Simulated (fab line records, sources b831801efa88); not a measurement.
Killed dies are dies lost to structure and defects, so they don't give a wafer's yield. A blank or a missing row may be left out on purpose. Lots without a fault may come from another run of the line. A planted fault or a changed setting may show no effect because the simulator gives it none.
A struck lot beside a sound one | flow gf180mcu | 14 steps out of a route of 602
Sound: wafers L455.3, L455.4, L455.6. Struck: wafers L447.2, L447.4, L447.6. The cause comes at the end.
At each step with rows: each side's tool, then ch and its chambers, then its first start. Under that, the readings that differ: sound wafers | struck wafers | difference of the means | sigmas: that difference in standard deviations of wafers without a fault.
alike: readings whose means differ by less than 2 such deviations, and words and numbers that are the same on both sides. not compared: withheld readings, readings that some wafer has no value for, bounds like >300 that may hide the same value, and numbers for which the record gives no deviation and whose values overlap.
The two part at a step that has a row with sigmas, a row that says differs or no value, or rows on one side only. Numbers that don't overlap but have no deviation are shown without sigmas and don't part them. A reading that every wafer of one side lacks parts them only if that side has two wafers or more.

first, 4 steps without rows for these wafers: GF_MIM_SOFTBAKE_15 (time 60 s); GF_MIM_EXPOSE_16 (exposes mask FuseTop, target cd 2000 nm); GF_MIM_PEB_17; GF_MIM_DEVELOP_18 (develop time 60 s).
GF_MIM_METAL_ETCH_19: etches the open film in Cl2/BCl3, stops on Si3N4, target depth 324.5 nm, time 54.1 s.
  sound on rie_metal-04 ch 0,1, day 30 07:19; struck on rie_metal-04 ch 0,1, day 28 12:09
  alike: bcl3_flow_sccm, drypump_motor_current_A, oes_product_au, throttle_valve_pct
  not compared: rf_hours_counter_h
GF_MIM_STRIP_20: strips in O2/N2.
  sound on plasma_asher-03 ch 0,1, day 30 07:24; struck on plasma_asher-03 ch 0,1, day 28 12:13
  alike: drypump_motor_current_A, heater_power_w, oes_product_au, strip_time_to_endpoint_s
  not compared: rf_hours_counter_h
then, 6 steps without rows for these wafers: GF_MIM_STRIP_21 (strips in post etch residue remover, time 1200 s); GF_MIM_CLEAN_22 (cleans in DIW); GF_M5_DEHYDRATE_00 (time 60 s); GF_M5_HMDS_01 (prime time 60 s); GF_M5_COAT_02 (resist thk 1000 nm); GF_M5_SOFTBAKE_03 (time 60 s).
GF_M5_EXPOSE_04: exposes mask Metal5, target cd 280 nm.
  sound on krf_scanner-01 ch 0, day 30 17:35; struck on krf_scanner-01, day 28 22:37
  no value came back on the struck wafers for exposure_dose_mJ_cm2, focus_offset_nm (nm); on the sound wafers exposure_dose_mJ_cm2 reads 28.016 28.023 27.999
  alike: mask
then, 1 step without rows for these wafers: GF_M5_PEB_05 (peb time 90 s).

WHERE THEY PART
Only at GF_M5_EXPOSE_04, within this record.

WHY: what the simulator had put in
Skipped step whole: krf_scanner-01, from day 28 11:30 on, at GF_M5_EXPOSE_04. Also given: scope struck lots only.
